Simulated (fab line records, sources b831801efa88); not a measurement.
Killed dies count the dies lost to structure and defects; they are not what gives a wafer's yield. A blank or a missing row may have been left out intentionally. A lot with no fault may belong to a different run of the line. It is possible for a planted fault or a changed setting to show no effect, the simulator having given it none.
fab line records	flow sky130
record: lots: 5	wafers: 15	lastDay: 49
route steps=708 shown LDD_N@253 LDD_P@255 LDD_HVN@267 LDD_HVP@278
lots that met no fault: from a run of the same line without faults
startH: hours from the record's opening day to when the first of the lot's shown wafers began	waitH: time in hours since the lot's previous step	" identical to the entry in the row above	L1.1+2: several wafers, shown together as one row	- no value, or no start was given	* or withheld: withheld	< > ~ a bound
route shown NAME@n: names a module that has steps shown in the file, with the first one's number in the route	usual: mean and standard deviation over wafers with no fault	same: alike in all rows	chamber/n: place in a boat	sites: each site's reading	_std_site: the values' standard deviation	_edge_site: outer sites' mean less inner sites'	radiusMm: how far each site lies from the wafer's centre	mask NAME#n: copy n	behind: the last tool/chamber to shape the wafer	hold: reason for holding the lot/hours on hold/outcome of the hold	device: whichever transistor did not switch (one of n, p or np)	end of line: the route-end tests of the same wafers	where a step has no rows: the recipe by itself	killed: dies that structure and defects cost at the first sort, which is not the same as the wafer's yield	map: dies across one wafer; x = killed, . = not, _ = none there
set.NAME: setting as actually run; set.NAME@STEP: the setting as run at that earlier step	model.NAME: the simulator's own value behind a step, which no gauge read
certain route steps with their lots: each step a table, each wafer a row
services: when a tool's chamber went out of use (startH, in hours from the record's first day, below 0 if earlier), for how many hours, and the reason
== steps ==
step: SKY_LDD_N_STRIP_16
recipe: chemistry: O2/N2	powerW: 1400	pressureMtorr: 1500	platenTempC: withheld	o2FlowSccm: 3000	n2FlowSccm: 300	overashFraction: 0.5
usual: drypumpMotorCurrentA: 5.7/0.6	o2FlowSccm: 2998/10	oesProductAu: 0.406/0.0047	stripTimeToEndpointS: 4.312/0.013
lot.wafer	tool	chamber	startH	waitH	drypumpMotorCurrentA	o2FlowSccm	oesProductAu	rfHoursCounterH	stripTimeToEndpointS
L280.1	plasmaAsher-03	0	480.73	0.1	5.0	3009	0.405	34	4.307
L280.3	"	0	"	"	4.9	3003	0.407	-	4.311
L280.5	"	1	"	"	6.0	3013	0.403	-	4.321
L281.2	plasmaAsher-01	0	486.05	0.1	5.6	3002	0.401	6	4.321
L281.5	"	0	"	"	5.6	3007	0.407	-	4.314
L281.6	"	1	"	"	6.4	3002	0.400	-	4.314
L287.1	plasmaAsher-02	0	542.68	0.1	5.3	3010	0.418	74	4.318
L287.2	"	1	"	"	6.6	3013	0.414	74	4.311
L287.3	"	0	"	"	5.3	3004	0.407	-	4.324
L293.3	plasmaAsher-02	1	585.51	0.1	6.6	3000	0.412	-	4.320
L293.4	"	0	"	"	5.3	2999	0.411	-	4.310
L293.6	"	0	"	"	5.3	3009	0.407	-	4.304
L294.3	plasmaAsher-02	0	592.44	0.1	5.3	3005	0.408	-	4.322
L294.5	"	0	"	"	5.3	2999	0.407	-	4.328
L294.6	"	1	"	"	6.6	2984	0.401	-	4.306
step: SKY_LDD_N_TW_MEAS_17
usual: LDD_N_TW: 2586/28
lot.wafer	tool	chamber	startH	waitH	LDD_N_TW
L280.1	filmMetro-04	-	480.83	0.1	2618
L280.3	"	-	"	"	2618
L280.5	"	-	"	"	2615
L281.2	filmMetro-04	-	486.16	0.1	2618
L281.5	"	-	"	"	2624
L281.6	"	-	"	"	2605
L287.1	filmMetro-03	-	542.78	0.1	2581
L287.2	"	-	"	"	2589
L287.3	"	-	"	"	2604
L293.3	filmMetro-04	-	585.60	0.1	2596
L293.4	"	-	"	"	2601
L293.6	"	-	"	"	2598
L294.3	filmMetro-04	-	592.52	0.1	2602
L294.5	"	-	"	"	2615
L294.6	"	-	"	"	2606
step: SKY_LDD_P_DEHYDRATE_00
recipe: tempC: 200	timeS: 60
step: SKY_LDD_P_HMDS_01
recipe: primeTimeS: 60	primeTempC: 120
step: SKY_LDD_P_COAT_02
recipe: resist: NOVOLAK	spinRpm: 3000	resistThkNm: 1140
step: SKY_LDD_P_SOFTBAKE_03
recipe: tempC: 90	timeS: 60	resist: NOVOLAK
step: SKY_LDD_P_EXPOSE_04
recipe: maskId: PSDM	na: 0.6	sourceShape: conventional	sigmaOuter: 0.6	polarization: unpolarized	targetCdNm: 380	doseMj: 138
step: SKY_LDD_P_PEB_05
recipe: tempC: withheld	timeS: *	resist: NOVOLAK
step: SKY_LDD_P_DEVELOP_06
recipe: resist: NOVOLAK	developer: TMAH	developTimeS: 60	devTempC: 23
step: SKY_LDD_P_CD_MEAS_07
recipe: targetCdNm: 380
usual: cdNm: 379.9/2.4
lot.wafer	tool	chamber	startH	waitH	cdNm
L280.1	cdSem-01	-	511.14	0.1	374.9
L280.3	"	-	"	"	373.7
L280.5	"	-	"	"	375.3
L281.2	cdSem-02	-	516.21	0.1	378.6
L281.5	"	-	"	"	380.3
L281.6	"	-	"	"	379.5
L287.1	cdSem-01	-	572.74	0.1	380.3
L287.2	"	-	"	"	380.7
L287.3	"	-	"	"	381.7
L293.3	cdSem-01	-	614.68	0.1	381.0
L293.4	"	-	"	"	381.8
L293.6	"	-	"	"	381.1
L294.3	cdSem-02	-	621.33	0.1	380.3
L294.5	"	-	"	"	383.4
L294.6	"	-	"	"	382.6
step: SKY_LDD_P_OVL_MEAS_08
usual: LDD_P_OVL: 0.3/1.3
lot.wafer	tool	chamber	startH	waitH	LDD_P_OVL[nm]
L280.1	overlay-01	-	511.26	0.1	-0.6
L280.3	"	-	"	"	0.1
L280.5	"	-	"	"	-0.2
L281.2	overlay-01	-	516.32	0.1	-1.9
L281.5	"	-	"	"	-0.5
L281.6	"	-	"	"	-1.1
L287.1	overlay-01	-	572.86	0.1	0.1
L287.2	"	-	"	"	0.6
L287.3	"	-	"	"	1.8
L293.3	overlay-01	-	614.78	0.1	3.2
L293.4	"	-	"	"	2.7
L293.6	"	-	"	"	2.2
L294.3	overlay-02	-	621.42	0.1	0.0
L294.5	"	-	"	"	0.1
L294.6	"	-	"	"	-0.3
step: SKY_LDD_P_IMPLANT_09
recipe: species: BF2	energyKev: 25	doseCm2: 1e+13	tiltDeg: withheld
step: SKY_LDD_P_STRIP_10
recipe: chemistry: O2/N2	powerW: 1400	pressureMtorr: 1500	platenTempC: withheld	o2FlowSccm: 3000	n2FlowSccm: 300	overashFraction: 0.5
usual: drypumpMotorCurrentA: 5.8/0.51	o2FlowSccm: 3001/8.3	oesProductAu: 0.716/0.0043	stripTimeToEndpointS: 14.18/0.039
lot.wafer	tool	chamber	startH	waitH	drypumpMotorCurrentA	o2FlowSccm	oesProductAu	rfHoursCounterH	stripTimeToEndpointS	model.NOVOLAK_of_LDD_P_COAT_02.thkNm
L280.1	plasmaAsher-03	1	511.45	0.1	6.0	3018	0.712	37	14.20	0
L280.3	"	1	"	"	6.0	3009	0.715	-	14.25	0
L280.5	"	1	"	"	6.0	3014	0.716	-	14.23	0
L281.2	plasmaAsher-04	0	516.50	0.1	5.3	2988	0.716	84	14.24	0
L281.5	"	0	"	"	5.3	2987	0.718	-	14.23	0
L281.6	"	1	"	"	6.2	3001	0.719	-	14.24	0
L287.1	plasmaAsher-04	0	573.05	0.1	5.3	3002	0.960	90	-	147.8
L287.2	"	1	"	"	6.2	2997	0.950	90	-	147.6
L287.3	"	0	"	"	5.3	2994	0.950	-	-	148.3
L293.3	plasmaAsher-01	1	614.98	0.1	6.5	2995	0.718	-	14.21	0
L293.4	"	0	"	"	5.6	2991	0.722	-	14.21	0
L293.6	"	0	"	"	5.6	3006	0.717	-	14.19	0
L294.3	plasmaAsher-01	1	621.63	0.1	6.4	2993	0.720	-	14.19	0
L294.5	"	0	"	"	5.6	3006	0.724	-	14.20	0
L294.6	"	1	"	"	6.4	2997	0.719	-	14.19	0
step: SKY_LDD_P_TW_MEAS_11
usual: LDD_P_TW: 638/4.8
lot.wafer	tool	chamber	startH	waitH	LDD_P_TW
L280.1	filmMetro-03	-	511.55	0.1	642
L280.3	"	-	"	"	641
L280.5	"	-	"	"	640
L281.2	filmMetro-01	-	516.61	0.1	640
L281.5	"	-	"	"	639
L281.6	"	-	"	"	636
L287.1	filmMetro-03	-	573.15	0.1	641
L287.2	"	-	"	"	642
L287.3	"	-	"	"	642
L293.3	filmMetro-03	-	615.07	0.1	639
L293.4	"	-	"	"	638
L293.6	"	-	"	"	642
L294.3	filmMetro-01	-	621.72	0.1	638
L294.5	"	-	"	"	637
L294.6	"	-	"	"	636
step: SKY_LDD_HVN_DEHYDRATE_00
recipe: tempC: 200	timeS: 60
step: SKY_LDD_HVN_HMDS_01
recipe: primeTimeS: 60	primeTempC: 120
step: SKY_LDD_HVN_COAT_02
recipe: resist: NOVOLAK	spinRpm: 3000	resistThkNm: 300
step: SKY_LDD_HVN_SOFTBAKE_03
recipe: tempC: 90	timeS: 60	resist: NOVOLAK
step: SKY_LDD_HVN_EXPOSE_04
recipe: maskId: HVNTM	na: 0.6	sourceShape: conventional	sigmaOuter: 0.6	polarization: unpolarized	targetCdNm: 700	doseMj: 127
step: SKY_LDD_HVN_PEB_05
recipe: tempC: withheld	timeS: *	resist: NOVOLAK
step: SKY_LDD_HVN_DEVELOP_06
recipe: resist: NOVOLAK	developer: TMAH	developTimeS: 60	devTempC: 23
step: SKY_LDD_HVN_OVL_MEAS_07
usual: LDD_HVN_OVL: -0.5/1.5
lot.wafer	tool	chamber	startH	waitH	LDD_HVN_OVL[nm]
L280.1	overlay-01	-	541.94	0.1	1.4
L280.3	"	-	"	"	1.4
L280.5	"	-	"	"	1.2
L281.2	overlay-01	-	546.44	0.1	-2.6
L281.5	"	-	"	"	-2.8
L281.6	"	-	"	"	-3.8
L287.1	overlay-02	-	602.87	0.1	-0.3
L287.2	"	-	"	"	-2.1
L287.3	"	-	"	"	-0.9
L293.3	overlay-02	-	644.16	0.1	-0.7
L293.4	"	-	"	"	-0.1
L293.6	"	-	"	"	-1.3
L294.3	overlay-01	-	650.41	0.1	2.6
L294.5	"	-	"	"	0.4
L294.6	"	-	"	"	2.3
step: SKY_LDD_HVN_IMPLANT_08
recipe: species: P	energyKev: 60	doseCm2: 3e+13	tiltDeg: 40
step: SKY_LDD_HVN_STRIP_09
recipe: chemistry: O2/N2	powerW: 1400	pressureMtorr: 1500	platenTempC: withheld	o2FlowSccm: 3000	n2FlowSccm: 300	overashFraction: 0.5
usual: drypumpMotorCurrentA: 5.9/0.51	o2FlowSccm: 2998/8.2	oesProductAu: 0.408/0.0047	stripTimeToEndpointS: 4.132/0.014
lot.wafer	tool	chamber	startH	waitH	drypumpMotorCurrentA	o2FlowSccm	oesProductAu	rfHoursCounterH	stripTimeToEndpointS
L280.1	plasmaAsher-04	1	542.12	0.1	6.2	3006	0.407	86	4.132
L280.3	"	1	"	"	6.3	3006	0.409	-	4.120
L280.5	"	1	"	"	6.3	3015	0.407	-	4.112
L281.2	plasmaAsher-01	1	546.62	0.1	6.4	2998	0.406	12	4.152
L281.5	"	1	"	"	6.5	3000	0.400	-	4.129
L281.6	"	0	"	"	5.6	3003	0.416	-	4.153
L287.1	plasmaAsher-04	0	603.05	0.1	5.4	2980	0.502	92	6.514
L287.2	"	1	"	"	6.2	2988	0.510	92	6.521
L287.3	"	1	"	"	6.3	2978	0.505	-	6.538
L293.3	plasmaAsher-01	0	644.36	0.1	5.6	2995	0.404	-	4.125
L293.4	"	1	"	"	6.4	2990	0.409	-	4.146
L293.6	"	0	"	"	5.6	3004	0.408	-	4.133
L294.3	plasmaAsher-01	1	650.61	0.1	6.4	3007	0.406	-	4.150
L294.5	"	0	"	"	5.6	3006	0.424	-	4.152
L294.6	"	1	"	"	6.4	3012	0.408	-	4.160
step: SKY_LDD_HVN_TW_MEAS_10
usual: LDD_HVN_TW: 1437/14
lot.wafer	tool	chamber	startH	waitH	LDD_HVN_TW
L280.1	filmMetro-01	-	542.22	0.1	1445
L280.3	"	-	"	"	1441
L280.5	"	-	"	"	1440
L281.2	filmMetro-01	-	546.73	0.1	1435
L281.5	"	-	"	"	1440
L281.6	"	-	"	"	1445
L287.1	filmMetro-04	-	603.15	0.1	535
L287.2	"	-	"	"	536
L287.3	"	-	"	"	531
L293.3	filmMetro-01	-	644.45	0.1	1452
L293.4	"	-	"	"	1439
L293.6	"	-	"	"	1449
L294.3	filmMetro-02	-	650.70	0.1	1417
L294.5	"	-	"	"	1417
L294.6	"	-	"	"	1413
step: SKY_LDD_HVP_DEHYDRATE_00
recipe: tempC: 200	timeS: 60
== services ==
tool	chamber	startH	hours	kind
plasmaAsher-01	-	496.61	2.7	repair
plasmaAsher-02	-	506.65	0.4	repair
plasmaAsher-03	-	521.55	1.5	repair
plasmaAsher-03	-	556.93	2.8	pm
plasmaAsher-02	-	610.81	5.7	repair
plasmaAsher-01	-	639.51	1.0	repair
plasmaAsher-04	-	646.20	2.3	repair
== key ==
firstSign: step: SKY_LDD_P_STRIP_10	reading: oesProductAu	direction: up	sigmas: 55	usual: 0.716	struck: 0.953
effect: step: SKY_LDD_HVN_STRIP_09	reading: stripTimeToEndpointS	direction: up	sigmas: 99+	usual: *	struck: *
effect: step: SKY_LDD_HVN_TW_MEAS_10	reading: LDD_HVN_TW	direction: down	sigmas: 67	usual: 1437	struck: 534
modelEffect: step: SKY_LDD_P_STRIP_10	value: NOVOLAK_of_LDD_P_COAT_02.thkNm	without: 0	struck: 147.9
metAt SKY_LDD_P_STRIP_10
struckWafers L287.1,L287.2,L287.3
sortLeftOut L287.1,L287.2,L287.3
testerLeftOut L287
onsetBetween 516.50 573.05
fault: kind: stripAborted	tool: plasmaAsher-04	chamber: -	onsetH: 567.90	steps: SKY_LDD_P_STRIP_10	offset: 0.43622	endH: 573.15
testerLeftOut: of these lots the tester's yield and bins aren't shown, on N5 and GAA mostly nor the transistor test; their killed dies are dies lost to structure and defects alone, not to doping, threshold or leakage, so they don't give the yield
sortLeftOut: the simulated sort isn't trusted on such a fault, so these wafers' sort isn't shown, and their yield isn't known
